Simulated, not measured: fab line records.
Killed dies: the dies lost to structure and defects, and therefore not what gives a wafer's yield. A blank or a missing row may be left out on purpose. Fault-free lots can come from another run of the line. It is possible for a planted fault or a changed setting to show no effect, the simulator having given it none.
Which tool did it?    flow sfq line    42 wafers sampled from 14 lots at 1 step of a route of 325

WHAT THE GAUGES SHOWED, per wafer
No reading from a measuring or inspecting step in the record can be judged against a usual standard deviation.

WHAT TOOL EACH LOT RAN ON (gives the tool, then ch and the chambers of the sampled wafers, and finally the start)
lot   SFQ_TRILAYER_M0_BARC_OPEN_METAL_ETCH_031
L147  rie metal-01 ch 0, day 11 12:31
L151  rie metal-04 ch 0,1, day 12 21:00
L153  rie metal-01 ch 0, day 14 10:19
L154  rie metal-03 ch 0,1, day 14 19:56
L155  rie metal-01 ch 0,1, day 15 07:55
L157  rie metal-01 ch 0,1, day 16 05:39
L158  rie metal-04 ch 0,1, day 16 11:39
L160  rie metal-03 ch 0,1, day 16 21:16
L161  rie metal-01 ch 0,1, day 17 06:51
L162  rie metal-01 ch 0,1, day 17 15:23
L163  rie metal-03 ch 0, day 18 04:37
L164  rie metal-01 ch 0,1, day 18 09:22
L165  rie metal-03 ch 0,1, day 18 20:18
L170  rie metal-04 ch 0,1, day 21 07:38
- SFQ_TRILAYER_M0_BARC_OPEN_METAL_ETCH_031: etches BARC in O2, target depth 125 nm, time 41.7 s.

AS READ BY THE TOOLS THEMSELVES (means over the sampled wafers that have a number; for cases with no such wafer, the mark the record gives instead)
SFQ_TRILAYER_M0_BARC_OPEN_METAL_ETCH_031.
lot   tool          drypump motor current A (A)  oes product au (a.u.)  run length s (s)
L147  rie metal-01  5.81                         0.683                  69.9
L151  rie metal-04  5.22                         0.689                  70.2
L153  rie metal-01  5.81                         0.687                  70.0
L154  rie metal-03  5.41                         0.684                  70.6
L155  rie metal-01  5.74                         0.686                  70.1
L157  rie metal-01  5.76                         0.690                  69.8
L158  rie metal-04  5.27                         0.687                  70.5
L160  rie metal-03  5.42                         0.682                  70.0
L161  rie metal-01  5.73                         0.687                  70.0
L162  rie metal-01  5.79                         0.709                  68.1
L163  rie metal-03  5.55                         0.678                  70.2
L164  rie metal-01  5.76                         0.710                  67.9
L165  rie metal-03  5.41                         0.683                  70.3
L170  rie metal-04  5.26                         0.682                  70.6

THE ANSWER, worked out from the rows above alone
Rule: usual is defined by the lots themselves. The widest of any qualifying gaps counts: lots, ordered by their means at a reading, are off when they make up no more than a third of the lots, leave a main group of 4 or more, and stand apart from it by 3 or more times the standard deviation of that group's means. The tables above print the reading to a certain number of digits; a main group whose means all agree to those digits is not used. A lot without any number at a reading at which 4 lots or more have one is off too. The other lots that the step has rows for count as sound. The gauges are gone through in route order, then the tools' own readings, and for those a lot's mean is taken as printed above. The first step at which some lot is off is used, and at that step the reading that is off furthest; a lot without a number counts as furthest.
Off, at SFQ_TRILAYER_M0_BARC_OPEN_METAL_ETCH_031 on run length s: L162, L164. The main group: mean 70.2 s, standard deviation 0.26.
If a tool, at that step or one of the process steps before it, ran each lot that is off and ran no sound lot following the first of them, it fits. One fits: rie metal-01 at SFQ_TRILAYER_M0_BARC_OPEN_METAL_ETCH_031. A fault onset in the window from L161 (day 17 06:51, its last sound lot) to L162 (day 17 15:23, its first lot off) fits.
The tool's own readings at SFQ_TRILAYER_M0_BARC_OPEN_METAL_ETCH_031 bear it out: on the lots that are off they differ by more than 5 times the standard deviation of the sound lots' means. oes product au reads 0.710 a.u. there against 0.685 a.u. on the sound lots; run length s reads 68.0 s there against 70.2 s on the sound lots.

WHAT THE SIMULATOR HAD PUT IN
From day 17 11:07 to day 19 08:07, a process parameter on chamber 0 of rie metal-01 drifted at SFQ_TRILAYER_M0_BARC_OPEN_METAL_ETCH_031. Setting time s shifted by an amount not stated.
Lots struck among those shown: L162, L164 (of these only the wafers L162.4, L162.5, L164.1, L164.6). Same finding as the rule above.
